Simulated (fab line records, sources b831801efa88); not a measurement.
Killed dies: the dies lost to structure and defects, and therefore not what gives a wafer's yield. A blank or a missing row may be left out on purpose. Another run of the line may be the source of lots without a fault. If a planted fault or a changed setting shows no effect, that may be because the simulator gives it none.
2 desks looking at one fault -- flow gf180mcu -- each desk holds nothing but its own numbers, with what lay behind them at the end

## AT THE TOOL OWNER'S DESK: litho track-01
The tool's own readings at GF_HV_LDD_HMDS_13 (prime time 60 s): means of the sampled wafers that have a number, for each lot that ran on this tool. A lot is out of limits, marked OUT, if its mean lies more than 4 standard deviations from the usual mean; the brackets give that distance.
Columns: A = prime temp c at GF_HV_LDD_HMDS_13, usual 120.01 C
lot,first seen here,A
L484,day 10 09:05,120.18
L490,day 12 10:44,120.04
L495,day 13 18:43,123.91 (+26) OUT
L496,day 14 02:13,123.62 (+24) OUT
L497,day 14 14:26,123.67 (+24) OUT
L505,day 17 00:53,119.91
This desk's verdict: out of limits on L495, L496, L497, starting with L495 at day 13 18:43 (prime temp c at GF_HV_LDD_HMDS_13). L484, L490, L505 stayed within limits.

## FROM THE METROLOGY DESK
Lot by lot, what the gauges showed, no matter which tool ran the lot: averages of those sampled wafers that carry a number. A lot is out of limits, marked OUT, if its mean lies more than 4 standard deviations from the usual mean; the brackets give that distance.
Columns: A = cd nm at GF_POLY_GATE_CD_MEAS_18, usual 281.2 nm; B = HV_LDD_3_TW at GF_HV_LDD_TW_MEAS_38, usual 1440
lot,first seen here,A,B
L484,day 9 06:40,280.5,1449
L485,day 9 14:37,280.7,1423
L486,day 9 22:57,281.6,1432
L487,day 10 05:08,279.8,1435
L488,day 10 11:35,281.6,1429
L490,day 11 06:10,280.0,1449
L491,day 11 18:22,281.2,1426
L495,day 12 12:25,282.0,1454
L496,day 12 20:01,282.0,1424
L497,day 13 07:09,281.5,1452
L502,day 14 15:04,280.6,1451
L505,day 15 15:54,281.0,1436
L504,day 15 15:55,281.6,1446
L506,day 16 00:07,279.6,1439
L507,day 16 07:16,280.8,1444
This desk's verdict: no lot among the 15 shows anything out of limits.

## TAKEN TOGETHER
The tool owner's desk could have raised an alarm at day 13 18:43, on L495, L496, L497.
The metrology desk saw nothing out of limits.
The metrology desk has L495, L496, L497 on record, within its limits.
All the named lots went through GF_HV_LDD_HMDS_13 on litho track-01.

## WHAT THE SIMULATOR PUT IN
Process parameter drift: litho track-01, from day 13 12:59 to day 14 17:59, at GF_HV_LDD_HMDS_13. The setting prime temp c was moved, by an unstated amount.
Struck lots among those shown: L495, L496, L497.
Time in hours from fault onset to the first out-of-limits reading at each desk: the tool owner's desk, 6.
